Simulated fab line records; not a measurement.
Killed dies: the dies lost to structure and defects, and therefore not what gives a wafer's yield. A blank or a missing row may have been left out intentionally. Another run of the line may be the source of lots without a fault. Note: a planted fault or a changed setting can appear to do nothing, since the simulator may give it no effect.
Problem report in the 8D (eight disciplines) form, filled by code | flow sky130 | the parts of the form that need people (team, actions taken, sign-off) are left out

== 1. WHAT IS WRONG ==
At SKY_VIA3_COAT_06, spinSpeedRpm averages 3117.7 rpm over 6 wafers from 2 lots, while fault-free wafers read 3000.4 rpm, standard deviation 2.4. Relative to the usual mean, that is a shift of +49 standard deviations.
The step: resist thk 60 nm.
Earliest sighting: wafer L452.3 on lithoTrack-01 at day 42 10:05. The record has a number at this step for 36 wafers belonging to 12 lots. By rule, "out" or "out of limits" means more than 4 standard deviations away from the usual mean. The rest of the wafers with a number are treated as sound.

== 2. WHAT THIS IS AND IS NOT ==
question                    | is                     | is not
which readings at this step | spinSpeedRpm           | -
which lots                  | L452, L454             | L443, L445, L447, L453, L457, L458, L460, L461, L463, L464
which wafers of those lots  | all that have a number | -
read on which tools         | lithoTrack-01          | lithoTrack-02, lithoTrack-03
when                        | from day 42 10:05      | up to then (12 sound wafers); but 18 sound wafers of L457, L458, L460, L461, L463, L464 came after

== 3. SUSPECTS, AND WHAT RULES EACH OUT ==
Counting: a tool at a process step up to the reading stays a suspect if it ran every lot that is out and no sound lot after the first of them.
- lithoTrack-01 at SKY_VIA3_COAT_06 (resist thk 60 nm): kept. It ran every lot that is out, first L452 (day 42 10:05), and no sound lot after that; its last sound lot up to then is L443 (day 39 12:09). Its own readings are out on those wafers: spinSpeedRpm.
Left after counting: lithoTrack-01 at SKY_VIA3_COAT_06.

== 4. THE CAUSE (what the simulator had put in) ==
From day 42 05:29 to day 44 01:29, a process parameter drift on lithoTrack-01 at SKY_VIA3_COAT_06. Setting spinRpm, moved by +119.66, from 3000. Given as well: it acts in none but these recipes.
The count eliminated every tool but this one.

== 5. SEQUENCE OF EFFECTS, ordered by route ==
Each row: a reading whose mean over the struck wafers that have a number lies more than 3 standard deviations from the usual. Only readings whose record carries a usual standard deviation are examined. hours: median over the lots of the time between each lot's start at the first step of this table that gives one and its start at this step. sigmas: the change, counted in usual standard deviations.
hours | step             | reading      | usual      | on struck wafers | change | sigmas
0     | SKY_VIA3_COAT_06 | spinSpeedRpm | 3000.4 rpm | 3117.7           | +117.3 | +49
The process steps in it:
- SKY_VIA3_COAT_06: resist thk 60 nm.

== 6. WHAT WOULD HAVE CAUGHT IT SOONER ==
In this record the first reading out of limits was taken at day 42 10:05, 5 hours after the fault began at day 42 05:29.
